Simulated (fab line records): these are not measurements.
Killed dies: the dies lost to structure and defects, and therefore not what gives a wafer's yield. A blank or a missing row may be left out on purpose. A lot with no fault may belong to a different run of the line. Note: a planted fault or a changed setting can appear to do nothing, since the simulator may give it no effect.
fab line records | flow sky130
record lots=6 | wafers=18 | lastDay=50
route steps=708 shown VIA2@515 PAD_OPEN@708
lots that met no fault: from a run of the same line without faults
startH: the number of hours between the record's first day and the start of the first shown wafer of the lot | waitH: hours elapsed since this lot's preceding step | " the same as in the row above | L1.1+2: several wafers, shown together as one row | - either no value or no given start | * or withheld: withheld | < > ~ a bound
route shown NAME@n: NAME is a module with steps in the file, n the number in the route of the first one | usual: mean and standard deviation over wafers with no fault | same: alike in all rows | chamber/n: place in a boat | sites: each site's reading | _std_site: how widely they spread, as a standard deviation | _edge_site: outer sites' mean less inner sites' | radiusMm: how far each site lies from the wafer's centre | mask NAME#n: copy n | behind: the tool/chamber that last shaped the wafer | hold: reason for holding the lot/hours on hold/outcome of the hold | device: the n, p or np transistor that did not switch | end of line: tests of these same wafers at the route's end | step lacking rows: just its recipe | killed: dies that structure and defects cost at the first sort, which is not the same as the wafer's yield | map: shows each die of a wafer: x if killed, . if not, _ if none is there
set.NAME: the setting that was run; set.NAME@STEP: the one run at that earlier step | model.NAME: the simulator's own value behind a step, which no gauge read
a table for each step, a row for each wafer; lots at some steps of the route
services: a tool's chamber out of use, with start hour (startH, from the record's first day; less than 0 if before it), hours out, and reason
## steps
# step SKY_VIA2_SOFTBAKE_08
# recipe tempC=100 | timeS=90 | resist=KrF-thick
# step SKY_VIA2_EXPOSE_09
# recipe maskId=VIM2 | na=0.8 | sourceShape=annular | sigmaInner=0.55 | sigmaOuter=0.85 | targetCdNm=200 | doseMj=38
# step SKY_VIA2_PEB_10
# recipe pebTempC=withheld | pebTimeS=withheld | resist=KrF-thick
# step SKY_VIA2_DEVELOP_11
# recipe developTimeS=60 | resist=KrF-thick | devTempC=21
# step SKY_VIA2_CD_MEAS_12
# recipe targetCdNm=200
# usual cdNm=200.1/1.3
lot.wafer | tool     | chamber | startH  | waitH | cdNm
L427.1    | cdSem-02 | -       | 871.84  | -     | 199.5
L427.3    | "        | -       | "       | "     | 198.5
L427.6    | "        | -       | "       | "     | 198.7
L435.2    | cdSem-01 | -       | 940.58  | -     | 200.3
L435.4    | "        | -       | "       | "     | 201.3
L435.5    | "        | -       | "       | "     | 201.3
L436.1    | cdSem-02 | -       | 943.16  | -     | 200.8
L436.4    | "        | -       | "       | "     | 201.2
L436.5    | "        | -       | "       | "     | 202.9
L444.1    | cdSem-02 | -       | 999.94  | -     | 201.1
L444.2    | "        | -       | "       | "     | 201.3
L444.6    | "        | -       | "       | "     | 201.3
L445.3    | cdSem-02 | -       | 1003.80 | -     | 200.8
L445.5    | "        | -       | "       | "     | 200.1
L445.6    | "        | -       | "       | "     | 200.5
L446.1    | cdSem-01 | -       | 1005.97 | -     | 200.4
L446.2    | "        | -       | "       | "     | 201.4
L446.3    | "        | -       | "       | "     | 201.0
# step SKY_VIA2_OVL_MEAS_13
# usual VIA2_OVL=2/5.9
lot.wafer | tool       | chamber | startH  | waitH | VIA2_OVL[nm]
L427.1    | overlay-02 | -       | 871.96  | 0.1   | 3
L427.3    | "          | -       | "       | "     | 0
L427.6    | "          | -       | "       | "     | 15
L435.2    | overlay-02 | -       | 940.69  | 0.1   | -2
L435.4    | "          | -       | "       | "     | 7
L435.5    | "          | -       | "       | "     | -4
L436.1    | overlay-02 | -       | 943.28  | 0.1   | 1
L436.4    | "          | -       | "       | "     | 1
L436.5    | "          | -       | "       | "     | 5
L444.1    | overlay-01 | -       | 1000.06 | 0.1   | 7
L444.2    | "          | -       | "       | "     | 10
L444.6    | "          | -       | "       | "     | 6
L445.3    | overlay-02 | -       | 1003.90 | 0.1   | 6
L445.5    | "          | -       | "       | "     | 12
L445.6    | "          | -       | "       | "     | 9
L446.1    | overlay-01 | -       | 1006.09 | 0.1   | 12
L446.2    | "          | -       | "       | "     | -2
L446.3    | "          | -       | "       | "     | 9
# step SKY_VIA2_ETCH_14
# recipe chemistry=N2/H2 | target=BARC | ionEnergyEv=200 | sourceW=500 | biasW=100 | pressureMtorr=30 | n2FlowSccm=100 | h2FlowSccm=200 | stopOn=SiO2 | timeS=45.9 | targetDepthA=600
# usual drypumpMotorCurrentA=5.7/0.31 | n2FlowSccm=100.0/0.33 | oesProductAu=0.854/0.0042 | throttleValvePct=13.225/0.0097
lot.wafer | tool       | chamber | startH  | waitH | drypumpMotorCurrentA | n2FlowSccm | oesProductAu | rfHoursCounterH | throttleValvePct
L427.1    | rieDiel-04 | 2       | 871.99  | 0.0   | 5.7                  | 100.0      | 0.849        | 17              | 13.223
L427.3    | "          | 0       | "       | "     | 5.9                  | 100.1      | 0.853        | 0               | 13.227
L427.6    | "          | 3       | "       | "     | 6.0                  | 99.6       | 0.853        | -               | 13.232
L435.2    | rieDiel-04 | 2       | 940.72  | 0.0   | 5.7                  | 100.2      | 0.858        | 19              | 13.239
L435.4    | "          | 1       | "       | "     | 5.8                  | 100.1      | 0.853        | 10              | 13.218
L435.5    | "          | 0       | "       | "     | 5.9                  | 99.9       | 0.854        | -               | 13.227
L436.1    | rieDiel-03 | 1       | 943.32  | 0.0   | 5.4                  | 99.3       | 0.853        | 11              | 13.214
L436.4    | "          | 3       | "       | "     | 5.9                  | 99.4       | 0.854        | -               | 13.240
L436.5    | "          | 2       | "       | "     | 5.2                  | 99.6       | 0.858        | -               | 13.227
L444.1    | rieDiel-03 | 2       | 1000.09 | 0.0   | 5.2                  | 100.3      | 0.850        | 4               | 13.209
L444.2    | "          | 0       | "       | "     | 5.4                  | 100.1      | 0.851        | 21              | 13.229
L444.6    | "          | 2       | "       | "     | 5.2                  | 99.6       | 0.854        | -               | 13.223
L445.3    | rieDiel-01 | 0       | 1003.92 | 0.0   | 5.4                  | 100.5      | 0.856        | 14              | 13.216
L445.5    | "          | 1       | "       | "     | 6.1                  | 100.3      | 0.860        | -               | 13.229
L445.6    | "          | 0       | "       | "     | 5.4                  | 100.5      | 0.864        | -               | 13.228
L446.1    | rieDiel-04 | 1       | 1006.12 | 0.0   | 5.8                  | 99.6       | 0.864        | 12              | 13.228
L446.2    | "          | 2       | "       | "     | 5.7                  | 100.3      | 0.856        | 21              | 13.235
L446.3    | "          | 3       | "       | "     | 6.0                  | 99.9       | 0.858        | 22              | 13.212
# step SKY_VIA2_ETCH_15
# recipe target=SiO2 | chemistry=C4F8/O2/Ar | targetDepthNm=546 | stopOn=TiN | maskMaterial=KrF-thick | sourceW=1500 | biasW=1200 | pressureMtorr=40 | c4f8FlowSccm=withheld | O2_flow_sccm=6 | Ar_flow_sccm=300 | timeS=84
# usual oesProductAu=0.939/0.0047
lot.wafer | tool       | chamber | startH  | waitH | oesProductAu | rfHoursCounterH
L427.1    | rieDiel-04 | 2       | 872.03  | 0.0   | 0.934        | 17
L427.3    | "          | 0       | "       | "     | 0.935        | 0
L427.6    | "          | 3       | "       | "     | 0.942        | -
L435.2    | rieDiel-04 | 2       | 940.76  | 0.0   | 0.950        | 19
L435.4    | "          | 1       | "       | "     | 0.937        | 10
L435.5    | "          | 0       | "       | "     | 0.930        | -
L436.1    | rieDiel-03 | 1       | 943.36  | 0.0   | 0.931        | 11
L436.4    | "          | 3       | "       | "     | 0.940        | -
L436.5    | "          | 2       | "       | "     | 0.940        | -
L444.1    | rieDiel-03 | 2       | 1000.13 | 0.0   | 0.941        | 4
L444.2    | "          | 0       | "       | "     | 0.933        | 21
L444.6    | "          | 2       | "       | "     | 0.934        | -
L445.3    | rieDiel-01 | 0       | 1003.96 | 0.0   | 0.938        | 14
L445.5    | "          | 1       | "       | "     | 0.946        | -
L445.6    | "          | 0       | "       | "     | 0.936        | -
L446.1    | rieDiel-04 | 1       | 1006.16 | 0.0   | 0.948        | 12
L446.2    | "          | 2       | "       | "     | 0.937        | 21
L446.3    | "          | 3       | "       | "     | 0.945        | 22
# step SKY_VIA2_STRIP_16
# recipe chemistry=O2/N2 | powerW=1400 | pressureMtorr=1500 | platenTempC=withheld | o2FlowSccm=3000 | n2FlowSccm=300 | overashFraction=0.5
# usual drypumpMotorCurrentA=5.74/0.26 | n2FlowSccm=300.1/0.8 | oesProductAu=0.398/0.0046 | stripTimeToEndpointS=4.048/0.025
lot.wafer | tool           | chamber | startH  | waitH | drypumpMotorCurrentA | n2FlowSccm | oesProductAu | rfHoursCounterH | stripTimeToEndpointS
L427.1    | plasmaAsher-02 | 1       | 872.10  | 0.0   | 6.00                 | 298.7      | 0.400        | 12              | 4.022
L427.3    | "              | 0       | "       | "     | 5.64                 | 299.0      | 0.389        | -               | 4.052
L427.6    | "              | 0       | "       | "     | 5.63                 | 299.9      | 0.397        | -               | 4.062
L435.2    | plasmaAsher-03 | 0       | 940.83  | 0.0   | 5.53                 | 299.2      | 0.401        | 115             | 4.044
L435.4    | "              | 0       | "       | "     | 5.52                 | 298.9      | 0.396        | -               | 4.039
L435.5    | "              | 1       | "       | "     | 5.89                 | 300.6      | 0.401        | -               | 4.033
L436.1    | plasmaAsher-02 | 1       | 943.43  | 0.0   | 5.99                 | 299.4      | 0.409        | 20              | 4.000
L436.4    | "              | 1       | "       | "     | 5.99                 | 300.1      | 0.394        | -               | 4.022
L436.5    | "              | 0       | "       | "     | 5.64                 | 298.6      | 0.402        | -               | 4.008
L444.1    | plasmaAsher-02 | 1       | 1000.20 | 0.0   | 5.99                 | 301.9      | 0.396        | 26              | 4.054
L444.2    | "              | 0       | "       | "     | 5.63                 | 299.7      | 0.391        | 26              | 4.027
L444.6    | "              | 1       | "       | "     | 5.99                 | 301.1      | 0.399        | -               | 4.042
L445.3    | plasmaAsher-02 | 1       | 1004.06 | 0.1   | 6.00                 | 300.6      | 0.390        | -               | 4.070
L445.5    | "              | 1       | "       | "     | 5.99                 | 300.4      | 0.399        | -               | 4.080
L445.6    | "              | 0       | "       | "     | 5.62                 | 298.9      | 0.401        | -               | 4.108
L446.1    | plasmaAsher-04 | 0       | 1006.23 | 0.0   | 5.26                 | 299.4      | 0.406        | 58              | 4.056
L446.2    | "              | 1       | "       | "     | 5.96                 | 299.8      | 0.402        | 58              | 4.080
L446.3    | "              | 1       | "       | "     | 5.97                 | 299.9      | 0.400        | -               | 4.062
# step SKY_VIA2_STRIP_17
# recipe chemistry=postEtchResidueRemover | timeS=1200 | tempC=72.5
# step SKY_VIA2_CLEAN_18
# recipe chemistry=IPA | timeS=180 | tempC=25
# step SKY_VIA2_CLEAN_19
# recipe chemistry=O3/DIW | dry=n2Spin
# step SKY_VIA2_SPUTTER_20
# recipe material=TiN | targetThkNm=20 | chamberPressurePa=5 | powerW=4000 | timeS=80
# usual cathodeDcPowerW=4000.0/0.74 | chamberPressurePa=5.001/0.0096 | throttleValvePct=29.7/0.91
lot.wafer | tool          | chamber | startH  | waitH | cathodeDcPowerW | chamberPressurePa | throttleValvePct
L427.1    | pvdSputter-02 | -       | 872.69  | 0.0   | 4000.2          | 5.006             | 27.9
L427.3    | "             | -       | "       | "     | 4000.2          | 4.981             | 30.2
L427.6    | "             | -       | "       | "     | 4000.9          | 4.992             | 30.3
L435.2    | pvdSputter-04 | -       | 941.42  | 0.0   | -               | -                 | -
L435.4    | "             | -       | "       | "     | -               | -                 | -
L435.5    | "             | -       | "       | "     | -               | -                 | -
L436.1    | pvdSputter-04 | -       | 944.05  | 0.0   | -               | -                 | -
L436.4    | "             | -       | "       | "     | -               | -                 | -
L436.5    | "             | -       | "       | "     | -               | -                 | -
L444.1    | pvdSputter-04 | -       | 1000.96 | 0.0   | 4000.1          | 4.997             | 30.9
L444.2    | "             | -       | "       | "     | 3999.6          | 5.017             | 29.7
L444.6    | "             | -       | "       | "     | 4000.4          | 5.014             | 29.4
L445.3    | pvdSputter-04 | -       | 1004.65 | 0.0   | 4000.2          | 4.995             | 30.9
L445.5    | "             | -       | "       | "     | 3999.0          | 5.009             | 29.6
L445.6    | "             | -       | "       | "     | 4000.0          | 4.992             | 28.8
L446.1    | pvdSputter-02 | -       | 1006.92 | 0.0   | 3999.9          | 5.003             | 28.9
L446.2    | "             | -       | "       | "     | 3998.9          | 4.996             | 29.3
L446.3    | "             | -       | "       | "     | 3999.1          | 5.005             | 30.0
# step SKY_VIA2_CVD_21
# recipe material=W | targetThkNm=420 | timeS=126.4 | tempC=400 | pressureTorr=40
# usual heaterPowerW=839/52
lot.wafer | tool    | chamber | startH  | waitH | heaterPowerW | sinceWetCleanH
L427.1    | cvdW-02 | 0       | 872.75  | 0.0   | 862          | 469
L427.3    | "       | 0       | "       | "     | 890          | -
L427.6    | "       | 0       | "       | "     | 879          | -
L435.2    | cvdW-01 | 1       | 941.48  | 0.0   | 744          | 24
L435.4    | "       | 1       | "       | "     | 743          | -
L435.5    | "       | 0       | "       | "     | 873          | -
L436.1    | cvdW-01 | 1       | 944.11  | 0.0   | 723          | 26
L436.4    | "       | 1       | "       | "     | 726          | -
L436.5    | "       | 0       | "       | "     | 919          | -
L444.1    | cvdW-01 | 0       | 1001.02 | 0.0   | 900          | 83
L444.2    | "       | 1       | "       | "     | 745          | 83
L444.6    | "       | 0       | "       | "     | 882          | -
L445.3    | cvdW-02 | 0       | 1004.75 | 0.1   | 883          | -
L445.5    | "       | 1       | "       | "     | 838          | -
L445.6    | "       | 0       | "       | "     | 889          | -
L446.1    | cvdW-01 | 1       | 1006.98 | 0.0   | 725          | 89
L446.2    | "       | 0       | "       | "     | 879          | 89
L446.3    | "       | 0       | "       | "     | 862          | -
# step SKY_PAD_OPEN_PROBE_99
# usual defectLimitedYield=82.5/2 | killed_at_M0_to_M3=42/6.6 | killed_at_M4_up=3.1/1.9 | killedAtContacts=25/5.7 | killedAtFrontEnd=16/5 | killedAtOther=0.2/0.38 | killedDies=86/9.6 | killedOnRim=16/4 | killedOpen=47/7.2 | killedShort=39/6.2 | sort_bin_3_pad_short=0.9/0.44 | sort_bin_5_function=10.3/1.5 | sort_bin_6_memory=6.2/1.1 | sortNPass=406/9.6 | sortYieldPct=82.5/2
# same grossDies=492 | killedAtBackSide=0 | sort_bin_4_leakage[%]=0 | sort_bin_8_speed[%]=0
lot.wafer | tool      | chamber | startH  | waitH | hold                  | defectLimitedYield[%] | killed_at_M0_to_M3 | killed_at_M4_up | killedAtContacts | killedAtFrontEnd | killedAtOther | killedDies | killedOnRim | killedOpen | killedShort | sort_bin_3_pad_short[%] | sort_bin_5_function[%] | sort_bin_6_memory[%] | sortNPass | sortYieldPct[%]
L427.1    | prober-02 | -       | 1094.44 | 0.1   | -                     | 83.5                  | 38                 | 3               | 26               | 14               | 0             | 81         | 12          | 44         | 37          | 1.4                     | 10.0                   | 5.1                  | 411       | 83.5
L427.3    | prober-02 | -       | 1094.54 | 0.2   | -                     | 83.1                  | 44                 | 2               | 21               | 16               | 0             | 83         | 18          | 38         | 45          | 0.8                     | 8.9                    | 7.1                  | 409       | 83.1
L427.6    | prober-02 | -       | 1094.69 | 0.2   | -                     | 78.5                  | 60                 | 3               | 27               | 16               | 0             | 106        | 20          | 61         | 45          | 1.2                     | 12.0                   | 8.3                  | 386       | 78.5
L435.2    | prober-02 | -       | 1147.73 | 0.1   | awaitDispo/5.1h/scrap | 0                     | 439                | 2               | 42               | 9                | 0             | 492        | 96          | 47         | 43          | 0.8                     | 93.1                   | 6.1                  | 0         | 0
L435.4    | prober-02 | -       | 1147.83 | 0.2   | awaitDispo/5.1h/scrap | 0                     | 451                | 1               | 21               | 19               | 0             | 492        | 96          | 42         | 30          | 0.6                     | 94.3                   | 5.1                  | 0         | 0
L435.5    | prober-02 | -       | 1147.88 | 0.2   | awaitDispo/5.1h/scrap | 0                     | 450                | 2               | 26               | 14               | 0             | 492        | 96          | 54         | 39          | 0.6                     | 93.1                   | 6.3                  | 0         | 0
L436.1    | prober-01 | -       | 1149.13 | 0.1   | awaitDispo/1.5h/scrap | 0                     | 455                | 5               | 20               | 12               | 0             | 492        | 96          | 51         | 29          | 0.8                     | 94.5                   | 4.7                  | 0         | 0
L436.4    | prober-01 | -       | 1149.28 | 0.2   | awaitDispo/1.5h/scrap | 0                     | 452                | 1               | 23               | 16               | 0             | 492        | 96          | 48         | 31          | 1.0                     | 93.5                   | 5.5                  | 0         | 0
L436.5    | prober-01 | -       | 1149.33 | 0.2   | awaitDispo/1.5h/scrap | 0                     | 440                | 6               | 27               | 19               | 0             | 492        | 96          | 61         | 53          | 1.0                     | 88.6                   | 10.4                 | 0         | 0
L444.1    | prober-01 | -       | 1191.85 | 0.1   | -                     | 84.3                  | 36                 | 6               | 23               | 12               | 0             | 77         | 16          | 41         | 36          | 0.6                     | 8.5                    | 6.5                  | 415       | 84.3
L444.2    | prober-01 | -       | 1191.90 | 0.1   | -                     | 82.5                  | 42                 | 5               | 25               | 14               | 0             | 86         | 18          | 46         | 40          | 1.4                     | 10.6                   | 5.5                  | 406       | 82.5
L444.6    | prober-01 | -       | 1192.10 | 0.2   | -                     | 80.3                  | 43                 | 2               | 32               | 20               | 0             | 97         | 20          | 49         | 48          | 1.4                     | 10.6                   | 7.7                  | 395       | 80.3
L445.3    | prober-02 | -       | 1193.45 | 0.2   | -                     | 85.0                  | 34                 | 3               | 21               | 16               | 0             | 74         | 8           | 39         | 35          | 0.6                     | 9.3                    | 5.1                  | 418       | 85.0
L445.5    | prober-02 | -       | 1193.55 | 0.2   | -                     | 80.7                  | 49                 | 2               | 23               | 21               | 0             | 95         | 15          | 50         | 45          | 0.6                     | 11.8                   | 6.9                  | 397       | 80.7
L445.6    | prober-02 | -       | 1193.60 | 0.2   | -                     | 83.9                  | 38                 | 5               | 21               | 13               | 2             | 79         | 16          | 46         | 33          | 1.4                     | 8.9                    | 5.7                  | 413       | 83.9
L446.1    | prober-01 | -       | 1195.50 | 0.1   | -                     | 84.6                  | 45                 | 2               | 18               | 11               | 0             | 76         | 13          | 35         | 41          | 0.2                     | 11.2                   | 4.1                  | 416       | 84.6
L446.2    | prober-01 | -       | 1195.55 | 0.1   | -                     | 83.5                  | 45                 | 5               | 19               | 12               | 0             | 81         | 19          | 46         | 35          | 0.2                     | 11.0                   | 5.3                  | 411       | 83.5
L446.3    | prober-01 | -       | 1195.60 | 0.2   | -                     | 81.1                  | 48                 | 4               | 21               | 20               | 0             | 93         | 18          | 41         | 52          | 1.6                     | 11.4                   | 5.9                  | 399       | 81.1
# killed by level:class
L427.1 FIELD_ISO:geometricParticle:open=8 CONTACT:geometricParticle:open=7 VIA2:geometricParticle:open=7 LI_CONTACT:geometricParticle:open=5 LOCAL_INTERCONNECT:geometricParticle:short=5 CONTACT:geometricParticle:short=5 VIA1:geometricParticle:short=5 VIA3:geometricParticle:short=5
L427.3 VIA2:geometricParticle:open=10 CONTACT:geometricParticle:open=9 METAL1:geometricParticle:short=8 VIA3:geometricParticle:open=8 POLY_GATE:geometricParticle:short=7 FIELD_ISO:geometricParticle:short=4 METAL3:geometricParticle:short=4 CONTACT:geometricParticle:short=4
L427.6 VIA1:geometricParticle:open=14 VIA3:geometricParticle:open=12 CONTACT:geometricParticle:open=9 METAL2:geometricParticle:short=8 LI_CONTACT:geometricParticle:open=7 FIELD_ISO:geometricParticle:open=5 LOCAL_INTERCONNECT:geometricParticle:short=5 METAL1:geometricParticle:short=5
L435.2 VIA2:areaSputter=402 CONTACT:geometricParticle:open=12 CONTACT:geometricParticle:short=9 LI_CONTACT:geometricParticle:open=8 VIA1:geometricParticle:open=8 METAL1:geometricParticle:short=7 LI_CONTACT:geometricParticle:short=6 FIELD_ISO:geometricParticle:short=5
L435.4 VIA2:areaSputter=420 FIELD_ISO:geometricParticle:open=9 CONTACT:geometricParticle:open=9 LI_CONTACT:geometricParticle:open=6 VIA3:geometricParticle:open=6 METAL2:geometricParticle:short=6 VIA1:geometricParticle:short=6 CONTACT:geometricParticle:short=3
L435.5 VIA2:areaSputter=399 CONTACT:geometricParticle:open=10 VIA1:geometricParticle:open=10 LI_CONTACT:geometricParticle:open=7 VIA2:geometricParticle:open=7 VIA3:geometricParticle:open=7 CONTACT:geometricParticle:short=5 METAL1:geometricParticle:short=5
L436.1 VIA2:areaSputter=412 VIA1:geometricParticle:open=11 CONTACT:geometricParticle:open=8 VIA2:geometricParticle:open=8 LI_CONTACT:geometricParticle:open=6 VIA3:geometricParticle:open=6 METAL1:geometricParticle:short=5 FIELD_ISO:geometricParticle:open=4
L436.4 VIA2:areaSputter=413 LI_CONTACT:geometricParticle:open=10 VIA1:geometricParticle:open=9 FIELD_ISO:geometricParticle:open=5 CONTACT:geometricParticle:open=5 METAL2:geometricParticle:short=5 POLY_GATE:geometricParticle:open=4 CONTACT:geometricParticle:short=4
L436.5 VIA2:areaSputter=378 VIA1:geometricParticle:open=14 VIA3:geometricParticle:open=13 CONTACT:geometricParticle:open=10 CONTACT:geometricParticle:short=7 METAL2:geometricParticle:short=6 LI_CONTACT:geometricParticle:open=6 VIA3:geometricParticle:short=6
L444.1 CONTACT:geometricParticle:short=8 LI_CONTACT:geometricParticle:open=7 VIA1:geometricParticle:open=7 VIA1:geometricParticle:short=6 CONTACT:geometricParticle:open=5 METAL1:geometricParticle:open=4 METAL4:geometricParticle:short=4 METAL2:geometricParticle:short=4
L444.2 CONTACT:geometricParticle:short=8 VIA1:geometricParticle:open=8 VIA3:geometricParticle:open=7 VIA2:geometricParticle:open=6 CONTACT:geometricParticle:open=6 METAL2:geometricParticle:short=5 VIA1:geometricParticle:short=4 POLY_GATE:geometricParticle:short=4
L444.6 VIA1:geometricParticle:open=10 LI_CONTACT:geometricParticle:open=9 CONTACT:geometricParticle:open=9 FIELD_ISO:geometricParticle:short=7 CONTACT:geometricParticle:short=7 VIA3:geometricParticle:open=7 METAL1:geometricParticle:short=6 POLY_GATE:geometricParticle:short=5
L445.3 VIA3:geometricParticle:open=12 CONTACT:geometricParticle:open=11 FIELD_ISO:geometricParticle:open=7 METAL2:geometricParticle:short=4 LOCAL_INTERCONNECT:geometricParticle:short=4 METAL1:geometricParticle:short=4 VIA3:geometricParticle:short=4 POLY_GATE:geometricParticle:short=3
L445.5 VIA1:geometricParticle:open=9 LI_CONTACT:geometricParticle:open=7 CONTACT:geometricParticle:open=7 METAL1:geometricParticle:short=7 VIA1:geometricParticle:short=7 FIELD_ISO:geometricParticle:open=5 CONTACT:geometricParticle:short=5 METAL2:geometricParticle:short=5
L445.6 LI_CONTACT:geometricParticle:open=10 VIA1:geometricParticle:open=9 VIA1:geometricParticle:short=7 METAL1:geometricParticle:short=5 CONTACT:geometricParticle:open=5 VIA2:geometricParticle:open=5 METAL3:geometricParticle:short=5 VIA3:geometricParticle:open=5
L446.1 METAL1:geometricParticle:short=10 VIA2:geometricParticle:open=9 CONTACT:geometricParticle:open=8 VIA1:geometricParticle:open=7 FIELD_ISO:geometricParticle:short=5 CONTACT:geometricParticle:short=4 METAL2:geometricParticle:short=4 VIA2:geometricParticle:short=4
L446.2 VIA3:geometricParticle:open=10 VIA2:geometricParticle:open=9 LI_CONTACT:geometricParticle:open=7 VIA1:geometricParticle:open=7 CONTACT:geometricParticle:open=5 VIA1:geometricParticle:short=5 FIELD_ISO:geometricParticle:short=4 METAL2:geometricParticle:short=4
L446.3 VIA1:geometricParticle:open=13 METAL2:geometricParticle:short=9 FIELD_ISO:geometricParticle:short=6 POLY_GATE:geometricParticle:short=6 CONTACT:geometricParticle:open=6 METAL1:geometricParticle:short=6 VIA2:geometricParticle:short=6 LOCAL_INTERCONNECT:geometricParticle:short=5
# map L435.2 (x killed, . not)
__________xxxxxxxxxx_________
________xxxxxxxxxxxxxx_______
______xxxxxxxxxxxxxxxxxx_____
_____xxxxxxxxxxxxxxxxxxxx____
____xxxxxxxxxxxxxxxxxxxxxx___
___xxxxxxxxxxxxxxxxxxxxxxxx__
__xxxxxxxxxxxxxxxxxxxxxxxxxx_
_xxxxxxxxxxxxxxxxxxxxxxxxxxxx
_xxxxxxxxxxxxxxxxxxxxxxxxxxxx
_xxxxxxxxxxxxxxxxxxxxxxxxxxxx
_xxxxxxxxxxxxxxxxxxxxxxxxxxxx
_xxxxxxxxxxxxxxxxxxxxxxxxxxxx
_xxxxxxxxxxxxxxxxxxxxxxxxxxxx
_xxxxxxxxxxxxxxxxxxxxxxxxxxxx
_xxxxxxxxxxxxxxxxxxxxxxxxxxxx
__xxxxxxxxxxxxxxxxxxxxxxxxxx_
___xxxxxxxxxxxxxxxxxxxxxxxx__
____xxxxxxxxxxxxxxxxxxxxxx___
_____xxxxxxxxxxxxxxxxxxxx____
______xxxxxxxxxxxxxxxxxx_____
________xxxxxxxxxxxxxx_______
__________xxxxxxxxxx_________
# map L436.1 (x killed, . not)
__________xxxxxxxxxx_________
________xxxxxxxxxxxxxx_______
______xxxxxxxxxxxxxxxxxx_____
_____xxxxxxxxxxxxxxxxxxxx____
____xxxxxxxxxxxxxxxxxxxxxx___
___xxxxxxxxxxxxxxxxxxxxxxxx__
__xxxxxxxxxxxxxxxxxxxxxxxxxx_
_xxxxxxxxxxxxxxxxxxxxxxxxxxxx
_xxxxxxxxxxxxxxxxxxxxxxxxxxxx
_xxxxxxxxxxxxxxxxxxxxxxxxxxxx
_xxxxxxxxxxxxxxxxxxxxxxxxxxxx
_xxxxxxxxxxxxxxxxxxxxxxxxxxxx
_xxxxxxxxxxxxxxxxxxxxxxxxxxxx
_xxxxxxxxxxxxxxxxxxxxxxxxxxxx
_xxxxxxxxxxxxxxxxxxxxxxxxxxxx
__xxxxxxxxxxxxxxxxxxxxxxxxxx_
___xxxxxxxxxxxxxxxxxxxxxxxx__
____xxxxxxxxxxxxxxxxxxxxxx___
_____xxxxxxxxxxxxxxxxxxxx____
______xxxxxxxxxxxxxxxxxx_____
________xxxxxxxxxxxxxx_______
__________xxxxxxxxxx_________
## services
tool           | chamber | startH | hours | kind
plasmaAsher-04 | -       | 849.97 | 2.8   | pm
rieDiel-04     | 0       | 850.26 | -     | clean
rieDiel-04     | 0       | 850.26 | 17.1  | scheduledDown
rieDiel-04     | 0       | 850.26 | 17.1  | ventCycle
rieDiel-03     | 2       | 853.98 | -     | clean
rieDiel-03     | 2       | 853.98 | 18.2  | scheduledDown
rieDiel-03     | 2       | 853.98 | 18.2  | ventCycle
rieDiel-04     | 3       | 877.54 | 2.0   | repair
cvdW-02        | 1       | 886.28 | 8.1   | repair
pvdSputter-04  | -       | 888.09 | 2.7   | repair
pvdSputter-02  | -       | 898.85 | 0.9   | repair
cvdW-01        | -       | 904.00 | 14.0  | pm
cvdW-01        | 0       | 904.00 | 14.0  | ventCycle
cvdW-01        | 1       | 904.00 | 14.0  | ventCycle
cvdW-01        | 0       | 918.00 | -     | clean
cvdW-01        | 1       | 918.00 | -     | clean
pvdSputter-04  | 3       | 924.76 | -     | consumableReplace:kit
pvdSputter-04  | 3       | 924.76 | 18.0  | scheduledDown
cvdW-01        | 1       | 936.93 | 1.4   | repair
rieDiel-03     | 0       | 942.80 | 2.8   | repair
cvdW-02        | 1       | 949.67 | 17.9  | repair
rieDiel-01     | 0       | 957.21 | 16.2  | repair
rieDiel-01     | 1       | 966.90 | 7.1   | repair
pvdSputter-02  | -       | 997.40 | 1.4   | repair
## key
firstSign step=SKY_VIA2_SPUTTER_20 | reading=toolRecord | direction=missing
effect step=SKY_PAD_OPEN_PROBE_99 | reading=killed_at_M0_to_M3 | direction=up | sigmas=62 | usual=42 | struck=448
moreKillsBornAt SKY_VIA2_SPUTTER_20@pvdSputter-04=2418
metAt SKY_VIA2_SPUTTER_20
struckWafers L435.2,L435.4,L435.5,L436.1,L436.4,L436.5
laterRowsLeftOut L435.2,L435.4,L435.5,L436.1,L436.4,L436.5
fault kind=skippedStepWhole | tool=pvdSputter-04 | chamber=- | onsetH=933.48 | steps=SKY_VIA2_SPUTTER_20 | scope=struckLotsOnly
# laterRowsLeftOut: the simulator's readings of these wafers behind a module that went badly wrong aren't trusted and aren't shown, but for the sort
